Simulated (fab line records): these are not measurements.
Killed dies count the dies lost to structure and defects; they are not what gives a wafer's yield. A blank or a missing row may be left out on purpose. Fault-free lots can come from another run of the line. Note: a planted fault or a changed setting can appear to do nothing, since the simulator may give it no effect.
fab line records | flow sky130
[record] lots = 7 | wafers = 21 | last-day = 49
route steps=708 shown VIA1@461 PAD_OPEN@708
lots with no fault: from the same line, run without faults
start-h: hours from the record's opening day to when the first of the lot's shown wafers began | wait-h: time in hours since the lot's previous step | " identical to the entry in the row above | L1.1+2: a single row standing in for several wafers | - no value, or no start was given | * or withheld: withheld | < > ~ a bound
route shown NAME@n: names a module that has steps shown in the file, with the first one's number in the route | usual: average and standard deviation across the fault-free wafers | same: alike in all rows | chamber/n: place in a boat | sites: the reading at each site | _std_site: standard deviation of those values | _edge_site: inner sites' mean taken away from outer sites' mean | radius-mm: how far each site lies from the wafer's centre | mask NAME#n: copy n | behind: tool/chamber where the wafer was last shaped | hold: why the lot went on hold/how many hours it stayed there/how the hold came to an end | device: names the non-switching transistor (n, p or np) | end of line: the route-end tests of the same wafers | for a step that has no rows: nothing shown but its recipe | killed: at the first sort, the dies lost to defects and structure; wafer yield is something else | map: the dies of a wafer, with x for killed, . for not killed, _ for no die there
set.NAME: the setting as run; set.NAME@STEP: as run at that earlier step | model.NAME: the simulator's own value behind a step, which no gauge read
certain route steps with their lots: each step a table, each wafer a row
services: when a tool's chamber went out of use (start-h, in hours from the record's first day, below 0 if earlier), for how many hours, and the reason
[[steps]]
[step SKY_VIA1_BOW_MEAS_03]
[recipe] mode = bow
[usual] VIA1_BOW = 81/7.4
lot.wafer | tool          | chamber | start-h | wait-h | VIA1_BOW[um]
L970.3    | film-metro-01 | -       | 759.31  | 0.2    | 82
L970.4    | "             | -       | "       | "      | 85
L970.5    | "             | -       | "       | "      | 87
L971.1    | film-metro-01 | -       | 774.07  | 0.2    | 80
L971.3    | "             | -       | "       | "      | 72
L971.4    | "             | -       | "       | "      | 90
L972.2    | film-metro-02 | -       | 779.60  | 0.2    | 87
L972.3    | "             | -       | "       | "      | 85
L972.6    | "             | -       | "       | "      | 86
L973.4    | film-metro-01 | -       | 795.93  | 0.3    | 95
L973.5    | "             | -       | "       | "      | 86
L973.6    | "             | -       | "       | "      | 93
L974.1    | film-metro-02 | -       | 801.05  | 0.1    | 75
L974.3    | "             | -       | "       | "      | 78
L974.4    | "             | -       | "       | "      | 82
L985.1    | film-metro-03 | -       | 881.33  | 0.2    | 74
L985.4    | "             | -       | "       | "      | 81
L985.6    | "             | -       | "       | "      | 71
L989.3    | film-metro-02 | -       | 916.77  | 0.2    | 60
L989.4    | "             | -       | "       | "      | 85
L989.6    | "             | -       | "       | "      | 75
[step SKY_VIA1_DEHYDRATE_04]
[recipe] temp-c = 200 | time-s = 60
[step SKY_VIA1_HMDS_05]
[recipe] prime-time-s = 60 | prime-temp-c = 120
[step SKY_VIA1_COAT_06]
[recipe] resist = BARC | temp-c = withheld | time-s = withheld | spin-rpm = 3000 | resist-thk-nm = 60
[step SKY_VIA1_COAT_07]
[recipe] resist = KrF-thick | spin-rpm = 3000 | resist-thk-nm = 450
[step SKY_VIA1_SOFTBAKE_08]
[recipe] temp-c = 100 | time-s = 90 | resist = KrF-thick
[step SKY_VIA1_EXPOSE_09]
[recipe] mask-id = VIM | na = 0.8 | source-shape = annular | sigma-inner = 0.55 | sigma-outer = 0.85 | target-cd-nm = 150 | dose-mj = 38
[step SKY_VIA1_PEB_10]
[recipe] peb-temp-c = withheld | peb-time-s = withheld | resist = KrF-thick
[step SKY_VIA1_DEVELOP_11]
[recipe] develop-time-s = 60 | resist = KrF-thick | dev-temp-c = 21
[step SKY_VIA1_CD_MEAS_12]
[recipe] target-cd-nm = 150
[usual] cd-nm = 149.3/1.6
lot.wafer | tool      | chamber | start-h | wait-h | cd-nm
L970.3    | cd-sem-01 | -       | 785.66  | -      | 150.6
L970.4    | "         | -       | "       | "      | 150.9
L970.5    | "         | -       | "       | "      | 151.6
L971.1    | cd-sem-02 | -       | 799.77  | -      | 148.8
L971.3    | "         | -       | "       | "      | 149.0
L971.4    | "         | -       | "       | "      | 149.0
L972.2    | cd-sem-02 | -       | 806.17  | -      | 150.2
L972.3    | "         | -       | "       | "      | 149.9
L972.6    | "         | -       | "       | "      | 149.3
L973.4    | cd-sem-02 | -       | 822.46  | -      | 148.8
L973.5    | "         | -       | "       | "      | 148.5
L973.6    | "         | -       | "       | "      | 148.0
L974.1    | cd-sem-02 | -       | 826.80  | -      | 146.9
L974.3    | "         | -       | "       | "      | 147.6
L974.4    | "         | -       | "       | "      | 147.2
L985.1    | cd-sem-01 | -       | 906.89  | -      | 149.9
L985.4    | "         | -       | "       | "      | 147.8
L985.6    | "         | -       | "       | "      | 150.1
L989.3    | cd-sem-01 | -       | 941.62  | -      | 149.7
L989.4    | "         | -       | "       | "      | 149.5
L989.6    | "         | -       | "       | "      | 151.1
[step SKY_VIA1_OVL_MEAS_13]
[usual] VIA1_OVL = 0/4.8
lot.wafer | tool       | chamber | start-h | wait-h | VIA1_OVL[nm]
L970.3    | overlay-02 | -       | 785.75  | 0.1    | 0
L970.4    | "          | -       | "       | "      | -3
L970.5    | "          | -       | "       | "      | 3
L971.1    | overlay-02 | -       | 799.89  | 0.1    | 5
L971.3    | "          | -       | "       | "      | 1
L971.4    | "          | -       | "       | "      | 1
L972.2    | overlay-02 | -       | 806.28  | 0.1    | -1
L972.3    | "          | -       | "       | "      | 0
L972.6    | "          | -       | "       | "      | -3
L973.4    | overlay-02 | -       | 822.54  | 0.1    | -2
L973.5    | "          | -       | "       | "      | 0
L973.6    | "          | -       | "       | "      | 8
L974.1    | overlay-02 | -       | 826.92  | 0.1    | -3
L974.3    | "          | -       | "       | "      | -6
L974.4    | "          | -       | "       | "      | -2
L985.1    | overlay-02 | -       | 907.01  | 0.1    | -4
L985.4    | "          | -       | "       | "      | 2
L985.6    | "          | -       | "       | "      | 3
L989.3    | overlay-02 | -       | 941.71  | 0.1    | -9
L989.4    | "          | -       | "       | "      | -5
L989.6    | "          | -       | "       | "      | -9
[step SKY_VIA1_ETCH_14]
[recipe] chemistry = N2/H2 | target = BARC | ion-energy-ev = 200 | source-w = 500 | bias-w = 100 | pressure-mtorr = 30 | n2-flow-sccm = 100 | h2-flow-sccm = 200 | stop-on = SiO2 | time-s = 45.9 | target-depth-a = 600
[usual] bias-w = 100.0/0.32 | chamber-pressure-mTorr = 30.000/0.028 | drypump-motor-current-A = 5.66/0.3 | oes-product-au = 0.854/0.0048 | throttle-valve-pct = 13.226/0.0092
lot.wafer | tool        | chamber | start-h | wait-h | bias-w | chamber-pressure-mTorr | drypump-motor-current-A | oes-product-au | rf-hours-counter-h | throttle-valve-pct
L970.3    | rie-diel-04 | 1       | 785.78  | 0.0    | 100.1  | 29.968                 | 5.63                    | 0.858          | 2                  | 13.231
L970.4    | "           | 0       | "       | "      | 100.1  | 30.001                 | 5.88                    | 0.856          | 5                  | 13.211
L970.5    | "           | 3       | "       | "      | 100.2  | 30.023                 | 5.27                    | 0.859          | -                  | 13.227
L971.1    | rie-diel-03 | 2       | 799.93  | 0.0    | 100.0  | 29.989                 | 5.68                    | 0.848          | 4                  | 13.214
L971.3    | "           | 0       | "       | "      | 99.8   | 30.000                 | 5.35                    | 0.861          | 17                 | 13.227
L971.4    | "           | 1       | "       | "      | 100.4  | 30.016                 | 6.07                    | 0.859          | 4                  | 13.205
L972.2    | rie-diel-03 | 3       | 806.31  | 0.0    | 99.6   | 30.001                 | 5.52                    | 0.858          | 7                  | 13.211
L972.3    | "           | 1       | "       | "      | 100.8  | 29.994                 | 6.03                    | 0.858          | 5                  | 13.226
L972.6    | "           | 0       | "       | "      | 100.1  | 29.950                 | 5.38                    | 0.852          | -                  | 13.220
L973.4    | rie-diel-04 | 2       | 822.56  | 0.0    | 100.2  | 30.008                 | 5.72                    | 0.858          | 10                 | 13.228
L973.5    | "           | 1       | "       | "      | 100.3  | 30.039                 | 5.63                    | 0.858          | -                  | 13.232
L973.6    | "           | 2       | "       | "      | 100.3  | 30.002                 | 5.70                    | 0.859          | -                  | 13.222
L974.1    | rie-diel-04 | 2       | 826.96  | 0.0    | 100.1  | 30.007                 | 5.71                    | 0.857          | 10                 | 13.226
L974.3    | "           | 1       | "       | "      | 100.2  | 30.063                 | 5.65                    | 0.849          | 3                  | 13.236
L974.4    | "           | 0       | "       | "      | 99.5   | 29.997                 | 5.88                    | 0.851          | 7                  | 13.224
L985.1    | rie-diel-01 | 0       | 907.05  | 0.0    | 99.9   | 29.991                 | 5.84                    | 0.862          | 18                 | 13.230
L985.4    | "           | 2       | "       | "      | 99.7   | 29.996                 | 5.28                    | 0.849          | 16                 | 13.212
L985.6    | "           | 0       | "       | "      | 100.2  | 30.029                 | 5.80                    | 0.853          | -                  | 13.236
L989.3    | rie-diel-01 | 2       | 941.74  | 0.0    | 100.7  | 29.993                 | 5.29                    | 0.850          | 17                 | 13.230
L989.4    | "           | 1       | "       | "      | 99.7   | 29.982                 | 5.51                    | 0.861          | 14                 | 13.234
L989.6    | "           | 1       | "       | "      | 99.6   | 30.007                 | 5.53                    | 0.857          | -                  | 13.223
[step SKY_VIA1_ETCH_15]
[recipe] target = SiO2 | chemistry = C4F8/O2/Ar | target-depth-nm = 351 | stop-on = TiN | mask-material = KrF-thick | source-w = 1500 | bias-w = 1200 | pressure-mtorr = 40 | c4f8-flow-sccm = withheld | O2_flow_sccm = 6 | Ar_flow_sccm = 300 | time-s = 54
[usual] bias-w = 1201/3.2 | chamber-pressure-mTorr = 40.00/0.035 | oes-product-au = 0.981/0.0051
lot.wafer | tool        | chamber | start-h | wait-h | bias-w | chamber-pressure-mTorr | oes-product-au | rf-hours-counter-h | model.KrF-thick_of_VIA1_COAT_07.thk-nm
L970.3    | rie-diel-04 | 1       | 785.82  | 0.0    | 1206   | 39.98                  | 0.981          | 2                  | 322.6
L970.4    | "           | 0       | "       | "      | 1208   | 40.01                  | 0.977          | 6                  | 324.2
L970.5    | "           | 3       | "       | "      | 1200   | 40.00                  | 0.980          | -                  | 321.8
L971.1    | rie-diel-03 | 2       | 799.97  | 0.0    | 1204   | 40.05                  | 0.981          | 4                  | 321.7
L971.3    | "           | 0       | "       | "      | 1199   | 40.00                  | 0.984          | 17                 | 323.9
L971.4    | "           | 1       | "       | "      | 1203   | 39.98                  | 0.983          | 4                  | 321.9
L972.2    | rie-diel-03 | 3       | 806.35  | 0.0    | -      | -                      | -              | -                  | 392.6
L972.3    | "           | 1       | "       | "      | -      | -                      | -              | -                  | 393.4
L972.6    | "           | 0       | "       | "      | -      | -                      | -              | -                  | 393.6
L973.4    | rie-diel-04 | 2       | 822.60  | 0.0    | -      | -                      | -              | -                  | 393.5
L973.5    | "           | 1       | "       | "      | -      | -                      | -              | -                  | 394.2
L973.6    | "           | 2       | "       | "      | -      | -                      | -              | -                  | 392.7
L974.1    | rie-diel-04 | 2       | 827.00  | 0.0    | -      | -                      | -              | -                  | 392.8
L974.3    | "           | 1       | "       | "      | -      | -                      | -              | -                  | 394.6
L974.4    | "           | 0       | "       | "      | -      | -                      | -              | -                  | 392.2
L985.1    | rie-diel-01 | 0       | 907.09  | 0.0    | 1199   | 39.95                  | 0.981          | 18                 | 323.5
L985.4    | "           | 2       | "       | "      | 1201   | 40.01                  | 0.979          | 16                 | 321.1
L985.6    | "           | 0       | "       | "      | 1198   | 40.04                  | 0.984          | -                  | 323
L989.3    | rie-diel-01 | 2       | 941.78  | 0.0    | 1200   | 39.99                  | 0.983          | 17                 | 320.5
L989.4    | "           | 1       | "       | "      | 1202   | 39.97                  | 0.991          | 14                 | 317.5
L989.6    | "           | 1       | "       | "      | 1203   | 40.07                  | 0.990          | -                  | 317.4
[step SKY_VIA1_STRIP_16]
[recipe] chemistry = O2/N2 | power-w = 1400 | pressure-mtorr = 1500 | platen-temp-c = withheld | o2-flow-sccm = 3000 | n2-flow-sccm = 300 | overash-fraction = 0.5
[usual] drypump-motor-current-A = 5.78/0.13 | oes-product-au = 0.416/0.0048 | strip-time-to-endpoint-s = 4.461/0.028
lot.wafer | tool            | chamber | start-h | wait-h | drypump-motor-current-A | oes-product-au | rf-hours-counter-h | strip-time-to-endpoint-s
L970.3    | plasma-asher-01 | 0       | 785.90  | 0.1    | 5.63                    | 0.420          | -                  | 4.462
L970.4    | "               | 1       | "       | "      | 5.71                    | 0.418          | -                  | 4.476
L970.5    | "               | 0       | "       | "      | 5.65                    | 0.413          | -                  | 4.447
L971.1    | plasma-asher-04 | 1       | 800.02  | 0.0    | 5.91                    | 0.411          | 67                 | 4.444
L971.3    | "               | 0       | "       | "      | 5.93                    | 0.415          | -                  | 4.473
L971.4    | "               | 1       | "       | "      | 5.93                    | 0.421          | -                  | 4.454
L972.2    | plasma-asher-02 | 0       | 806.39  | 0.0    | 5.66                    | 0.452          | 6                  | 5.194
L972.3    | "               | 0       | "       | "      | 5.68                    | 0.449          | -                  | 5.215
L972.6    | "               | 0       | "       | "      | 5.67                    | 0.445          | -                  | 5.193
L973.4    | plasma-asher-01 | 1       | 822.68  | 0.1    | 5.73                    | 0.445          | -                  | 5.204
L973.5    | "               | 0       | "       | "      | 5.62                    | 0.450          | -                  | 5.211
L973.6    | "               | 1       | "       | "      | 5.73                    | 0.439          | -                  | 5.191
L974.1    | plasma-asher-01 | 0       | 827.04  | 0.0    | 5.60                    | 0.441          | 37                 | 5.198
L974.3    | "               | 0       | "       | "      | 5.62                    | 0.436          | -                  | 5.216
L974.4    | "               | 1       | "       | "      | 5.71                    | 0.441          | -                  | 5.191
L985.1    | plasma-asher-01 | 0       | 907.14  | 0.0    | 5.63                    | 0.422          | 44                 | 4.459
L985.4    | "               | 0       | "       | "      | 5.59                    | 0.422          | -                  | 4.426
L985.6    | "               | 1       | "       | "      | 5.72                    | 0.416          | -                  | 4.463
L989.3    | plasma-asher-04 | 0       | 941.86  | 0.1    | 5.93                    | 0.418          | -                  | 4.442
L989.4    | "               | 1       | "       | "      | 5.92                    | 0.416          | -                  | 4.407
L989.6    | "               | 0       | "       | "      | 5.92                    | 0.417          | -                  | 4.415
[step SKY_VIA1_STRIP_17]
[recipe] chemistry = post-etch-residue-remover | time-s = 1200 | temp-c = 72.5
[step SKY_PAD_OPEN_PROBE_99]
[usual] defect-limited-yield = 82.5/2.1 | killed_at_M0_to_M3 = 43/7.7 | killed_at_M4_up = 2.9/1.9 | killed-at-contacts = 24/5.9 | killed-at-front-end = 16/5.1 | killed-at-other = 0.3/0.63 | killed-dies = 86/10 | killed-on-rim = 16/3.6 | killed-open = 47/7.6 | killed-short = 39/6.8 | sort_bin_3_pad_short = 0.8/0.44 | sort_bin_5_function = 10.4/1.6 | sort_bin_6_memory = 6.3/1.1 | sort-n-pass = 406/10 | sort-yield-pct = 82.5/2.1
[same] gross-dies = 492 | killed-at-back-side = 0 | sort_bin_4_leakage[%] = 0 | sort_bin_8_speed[%] = 0
lot.wafer | tool      | chamber | start-h | wait-h | defect-limited-yield[%] | killed_at_M0_to_M3 | killed_at_M4_up | killed-at-contacts | killed-at-front-end | killed-at-other | killed-dies | killed-on-rim | killed-open | killed-short | sort_bin_3_pad_short[%] | sort_bin_5_function[%] | sort_bin_6_memory[%] | sort-n-pass | sort-yield-pct[%]
L971.1    | prober-01 | -       | 1083.67 | 0.1    | 80.9                    | 55                 | 0               | 24                 | 15                  | 0               | 94          | 14            | 51          | 43           | 0.4                     | 9.8                    | 8.9                  | 398         | 80.9
L971.3    | prober-01 | -       | 1083.77 | 0.2    | 83.1                    | 47                 | 3               | 22                 | 10                  | 1               | 83          | 19            | 44          | 39           | 1.6                     | 9.3                    | 5.9                  | 409         | 83.1
L971.4    | prober-01 | -       | 1083.82 | 0.2    | 80.7                    | 41                 | 10              | 30                 | 14                  | 0               | 95          | 17            | 46          | 49           | 0.4                     | 13.2                   | 5.7                  | 397         | 80.7
L972.2    | prober-02 | -       | 1085.17 | 0.1    | 0                       | 449                | 1               | 29                 | 13                  | 0               | 492         | 96            | 34          | 54           | 1.0                     | 93.1                   | 5.9                  | 0           | 0
L972.3    | prober-02 | -       | 1085.22 | 0.2    | 0                       | 457                | 4               | 12                 | 19                  | 0               | 492         | 96            | 29          | 42           | 0.2                     | 94.1                   | 5.7                  | 0           | 0
L972.6    | prober-02 | -       | 1085.37 | 0.2    | 0                       | 455                | 1               | 25                 | 11                  | 0               | 492         | 96            | 44          | 22           | 0.4                     | 93.3                   | 6.3                  | 0           | 0
L973.4    | prober-01 | -       | 1101.69 | 0.2    | 0                       | 448                | 7               | 21                 | 15                  | 1               | 492         | 96            | 42          | 40           | 0.6                     | 94.1                   | 5.3                  | 0           | 0
L973.5    | prober-01 | -       | 1101.74 | 0.2    | 0                       | 462                | 4               | 14                 | 12                  | 0               | 492         | 96            | 38          | 37           | 0.8                     | 94.1                   | 5.1                  | 0           | 0
L973.6    | prober-01 | -       | 1101.79 | 0.2    | 0                       | 454                | 3               | 25                 | 9                   | 1               | 492         | 96            | 30          | 48           | 1.4                     | 92.7                   | 5.9                  | 0           | 0
L974.1    | prober-02 | -       | 1103.19 | 0.1    | 0                       | 462                | 1               | 15                 | 13                  | 1               | 492         | 96            | 42          | 29           | 0.2                     | 94.9                   | 4.9                  | 0           | 0
L974.3    | prober-02 | -       | 1103.29 | 0.2    | 0                       | 467                | 2               | 17                 | 6                   | 0               | 492         | 96            | 44          | 32           | 0.6                     | 93.5                   | 5.9                  | 0           | 0
L974.4    | prober-02 | -       | 1103.34 | 0.2    | 0                       | 455                | 1               | 24                 | 9                   | 3               | 492         | 96            | 47          | 37           | 1.0                     | 92.7                   | 6.3                  | 0           | 0
L985.1    | prober-01 | -       | 1161.89 | 0.1    | 82.3                    | 46                 | 5               | 23                 | 12                  | 1               | 87          | 17            | 44          | 43           | 0.6                     | 10.2                   | 6.9                  | 405         | 82.3
L985.4    | prober-01 | -       | 1162.04 | 0.2    | 84.8                    | 37                 | 3               | 23                 | 12                  | 0               | 75          | 16            | 47          | 28           | 1.2                     | 8.7                    | 5.3                  | 417         | 84.8
L985.6    | prober-01 | -       | 1162.14 | 0.2    | 82.5                    | 47                 | 5               | 21                 | 13                  | 0               | 86          | 15            | 45          | 41           | 0.6                     | 10.4                   | 6.5                  | 406         | 82.5
L989.3    | prober-01 | -       | 1184.01 | 0.2    | 81.1                    | 42                 | 4               | 25                 | 21                  | 1               | 93          | 15            | 50          | 43           | 0.4                     | 12.4                   | 6.1                  | 399         | 81.1
L989.4    | prober-01 | -       | 1184.06 | 0.2    | 80.1                    | 56                 | 4               | 18                 | 20                  | 0               | 98          | 17            | 46          | 52           | 1.2                     | 11.8                   | 6.9                  | 394         | 80.1
L989.6    | prober-01 | -       | 1184.16 | 0.2    | 82.1                    | 48                 | 4               | 19                 | 17                  | 0               | 88          | 18            | 42          | 46           | 1.0                     | 9.8                    | 7.1                  | 404         | 82.1
// killed by level:class
L971.1 VIA1:geometric-particle:open=11 METAL1:geometric-particle:short=11 VIA2:geometric-particle:open=9 VIA3:geometric-particle:open=9 LOCAL_INTERCONNECT:geometric-particle:short=7 METAL2:geometric-particle:short=6 LI_CONTACT:geometric-particle:open=5 CONTACT:geometric-particle:open=5
L971.3 LI_CONTACT:geometric-particle:open=9 VIA1:geometric-particle:open=8 CONTACT:geometric-particle:open=7 METAL2:geometric-particle:short=7 METAL1:geometric-particle:short=6 VIA2:geometric-particle:open=6 VIA2:geometric-particle:short=5 FIELD_ISO:geometric-particle:short=4
L971.4 CONTACT:geometric-particle:open=11 VIA1:geometric-particle:short=9 CONTACT:geometric-particle:short=8 METAL1:geometric-particle:short=8 VIA1:geometric-particle:open=7 LI_CONTACT:geometric-particle:open=5 METAL2:geometric-particle:short=5 FIELD_ISO:geometric-particle:open=4
L972.2 VIA1:area-etch=404 METAL1:geometric-particle:short=11 CONTACT:geometric-particle:open=10 LOCAL_INTERCONNECT:geometric-particle:short=7 VIA1:geometric-particle:short=7 VIA3:geometric-particle:short=7 LI_CONTACT:geometric-particle:open=5 VIA1:geometric-particle:open=4
L972.3 VIA1:area-etch=421 VIA1:geometric-particle:open=6 METAL2:geometric-particle:short=6 VIA3:geometric-particle:open=6 CONTACT:geometric-particle:short=5 METAL3:geometric-particle:short=5 FIELD_ISO:geometric-particle:short=4 POLY_GATE:geometric-particle:short=4
L972.6 VIA1:area-etch=426 VIA1:geometric-particle:open=11 CONTACT:geometric-particle:open=10 LI_CONTACT:geometric-particle:open=7 VIA2:geometric-particle:open=5 LI_CONTACT:geometric-particle:short=4 VIA1:geometric-particle:short=4 POLY_GATE:geometric-particle:open=3
L973.4 VIA1:area-etch=410 VIA1:geometric-particle:open=10 METAL1:geometric-particle:short=9 CONTACT:geometric-particle:open=8 VIA2:geometric-particle:open=6 METAL4:geometric-particle:short=6 LI_CONTACT:geometric-particle:open=5 LOCAL_INTERCONNECT:geometric-particle:short=5
L973.5 VIA1:area-etch=417 VIA2:geometric-particle:open=10 CONTACT:geometric-particle:open=6 VIA1:geometric-particle:open=6 METAL1:geometric-particle:short=5 VIA3:geometric-particle:short=5 FIELD_ISO:geometric-particle:short=4 METAL2:geometric-particle:short=4
L973.6 VIA1:area-etch=414 LOCAL_INTERCONNECT:geometric-particle:short=7 VIA1:geometric-particle:open=7 VIA1:geometric-particle:short=6 LI_CONTACT:geometric-particle:open=5 LI_CONTACT:geometric-particle:short=5 METAL1:geometric-particle:short=5 METAL2:geometric-particle:short=5
L974.1 VIA1:area-etch=420 VIA3:geometric-particle:open=10 VIA1:geometric-particle:open=10 VIA1:geometric-particle:short=5 FIELD_ISO:geometric-particle:open=4 VIA2:geometric-particle:short=4 VIA2:geometric-particle:open=4 POLY_GATE:geometric-particle:open=3
L974.3 VIA1:area-etch=415 VIA1:geometric-particle:open=11 VIA1:geometric-particle:short=8 VIA2:geometric-particle:open=8 LI_CONTACT:geometric-particle:open=7 VIA2:geometric-particle:short=7 CONTACT:geometric-particle:open=6 VIA3:geometric-particle:open=5
L974.4 VIA1:area-etch=405 VIA1:geometric-particle:open=14 CONTACT:geometric-particle:open=8 VIA3:geometric-particle:open=8 LI_CONTACT:geometric-particle:open=7 LOCAL_INTERCONNECT:geometric-particle:short=6 VIA2:geometric-particle:short=6 METAL1:geometric-particle:short=5
L985.1 VIA1:geometric-particle:open=9 VIA3:geometric-particle:open=9 LI_CONTACT:geometric-particle:open=8 METAL1:geometric-particle:short=8 CONTACT:geometric-particle:open=7 LI_CONTACT:geometric-particle:short=4 VIA1:geometric-particle:short=4 VIA2:geometric-particle:open=4
L985.4 CONTACT:geometric-particle:open=12 VIA2:geometric-particle:open=9 LI_CONTACT:geometric-particle:open=6 VIA1:geometric-particle:open=6 VIA3:geometric-particle:open=6 POLY_GATE:geometric-particle:short=4 METAL1:geometric-particle:short=4 CONTACT:geometric-particle:short=3
L985.6 LI_CONTACT:geometric-particle:open=7 METAL1:geometric-particle:short=7 VIA1:geometric-particle:open=7 METAL2:geometric-particle:short=7 VIA2:geometric-particle:open=6 FIELD_ISO:geometric-particle:open=5 VIA3:geometric-particle:open=5 CONTACT:geometric-particle:open=5
L989.3 VIA2:geometric-particle:open=9 VIA1:geometric-particle:open=8 LI_CONTACT:geometric-particle:open=7 CONTACT:geometric-particle:open=7 POLY_GATE:geometric-particle:short=6 LOCAL_INTERCONNECT:geometric-particle:short=6 METAL1:geometric-particle:short=6 METAL2:geometric-particle:short=5
L989.4 VIA1:geometric-particle:open=19 VIA1:geometric-particle:short=10 POLY_GATE:geometric-particle:short=6 LOCAL_INTERCONNECT:geometric-particle:short=6 CONTACT:geometric-particle:open=6 METAL1:geometric-particle:short=6 VIA3:geometric-particle:open=6 METAL2:geometric-particle:short=6
L989.6 VIA1:geometric-particle:open=10 METAL2:geometric-particle:short=9 VIA2:geometric-particle:open=7 LOCAL_INTERCONNECT:geometric-particle:short=5 VIA1:geometric-particle:short=5 VIA3:geometric-particle:open=5 FIELD_ISO:geometric-particle:short=4 METAL1:geometric-particle:short=4
// map L972.2 (x killed, . not)
__________xxxxxxxxxx_________
________xxxxxxxxxxxxxx_______
______xxxxxxxxxxxxxxxxxx_____
_____xxxxxxxxxxxxxxxxxxxx____
____xxxxxxxxxxxxxxxxxxxxxx___
___xxxxxxxxxxxxxxxxxxxxxxxx__
__xxxxxxxxxxxxxxxxxxxxxxxxxx_
_xxxxxxxxxxxxxxxxxxxxxxxxxxxx
_xxxxxxxxxxxxxxxxxxxxxxxxxxxx
_xxxxxxxxxxxxxxxxxxxxxxxxxxxx
_xxxxxxxxxxxxxxxxxxxxxxxxxxxx
_xxxxxxxxxxxxxxxxxxxxxxxxxxxx
_xxxxxxxxxxxxxxxxxxxxxxxxxxxx
_xxxxxxxxxxxxxxxxxxxxxxxxxxxx
_xxxxxxxxxxxxxxxxxxxxxxxxxxxx
__xxxxxxxxxxxxxxxxxxxxxxxxxx_
___xxxxxxxxxxxxxxxxxxxxxxxx__
____xxxxxxxxxxxxxxxxxxxxxx___
_____xxxxxxxxxxxxxxxxxxxx____
______xxxxxxxxxxxxxxxxxx_____
________xxxxxxxxxxxxxx_______
__________xxxxxxxxxx_________
// map L973.4 (x killed, . not)
__________xxxxxxxxxx_________
________xxxxxxxxxxxxxx_______
______xxxxxxxxxxxxxxxxxx_____
_____xxxxxxxxxxxxxxxxxxxx____
____xxxxxxxxxxxxxxxxxxxxxx___
___xxxxxxxxxxxxxxxxxxxxxxxx__
__xxxxxxxxxxxxxxxxxxxxxxxxxx_
_xxxxxxxxxxxxxxxxxxxxxxxxxxxx
_xxxxxxxxxxxxxxxxxxxxxxxxxxxx
_xxxxxxxxxxxxxxxxxxxxxxxxxxxx
_xxxxxxxxxxxxxxxxxxxxxxxxxxxx
_xxxxxxxxxxxxxxxxxxxxxxxxxxxx
_xxxxxxxxxxxxxxxxxxxxxxxxxxxx
_xxxxxxxxxxxxxxxxxxxxxxxxxxxx
_xxxxxxxxxxxxxxxxxxxxxxxxxxxx
__xxxxxxxxxxxxxxxxxxxxxxxxxx_
___xxxxxxxxxxxxxxxxxxxxxxxx__
____xxxxxxxxxxxxxxxxxxxxxx___
_____xxxxxxxxxxxxxxxxxxxx____
______xxxxxxxxxxxxxxxxxx_____
________xxxxxxxxxxxxxx_______
__________xxxxxxxxxx_________
[[services]]
tool            | chamber | start-h | hours | kind
plasma-asher-04 | -       | 771.42  | 4.5   | repair
rie-diel-01     | 1       | 788.40  | 24.3  | repair
plasma-asher-01 | -       | 797.23  | 1.4   | repair
rie-diel-01     | -       | 834.33  | 14.6  | pm
rie-diel-03     | -       | 837.37  | 0.8   | repair
rie-diel-03     | 2       | 862.82  | 3.9   | repair
plasma-asher-01 | -       | 868.92  | 4.0   | repair
plasma-asher-01 | -       | 873.64  | 1.2   | repair
plasma-asher-02 | -       | 882.94  | 11.7  | repair
rie-diel-01     | 2       | 884.37  | 3.4   | repair
plasma-asher-02 | -       | 892.36  | 1.6   | repair
plasma-asher-01 | -       | 901.61  | 2.8   | pm
plasma-asher-04 | -       | 908.12  | 2.8   | pm
rie-diel-03     | 2       | 918.66  | 5.6   | repair
[[key]]
[first-sign] step = SKY_VIA1_ETCH_15 | reading = tool-record | direction = missing
[effect] step = SKY_VIA1_STRIP_16 | reading = strip-time-to-endpoint-s | direction = up | sigmas = 26 | usual = * | struck = *
[effect] step = SKY_PAD_OPEN_PROBE_99 | reading = killed_at_M0_to_M3 | direction = up | sigmas = 54 | usual = 43 | struck = 457
[model-effect] step = SKY_VIA1_ETCH_15 | value = KrF-thick_of_VIA1_COAT_07.thk-nm | without = 323.7 | struck = 393.3
[more-kills-born-at] SKY_VIA1_ETCH_15@rie-diel-04 = 2481 | SKY_VIA1_ETCH_15@rie-diel-03 = 1251
met-at SKY_VIA1_ETCH_15
struck-wafers L972.2,L972.3,L972.6,L973.4,L973.5,L973.6,L974.1,L974.3,L974.4
later-rows-left-out L972.2,L972.3,L972.6,L973.4,L973.5,L973.6,L974.1,L974.3,L974.4
onset-between 799.97 806.35
[fault] kind = skipped-step-whole | tool = rie-diel-03,rie-diel-04 | chamber = - | onset-h = 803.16 | steps = SKY_VIA1_ETCH_15 | scope = struck-lots-only
// later-rows-left-out: the simulator's readings of these wafers behind a module that went badly wrong aren't trusted and aren't shown, but for the sort
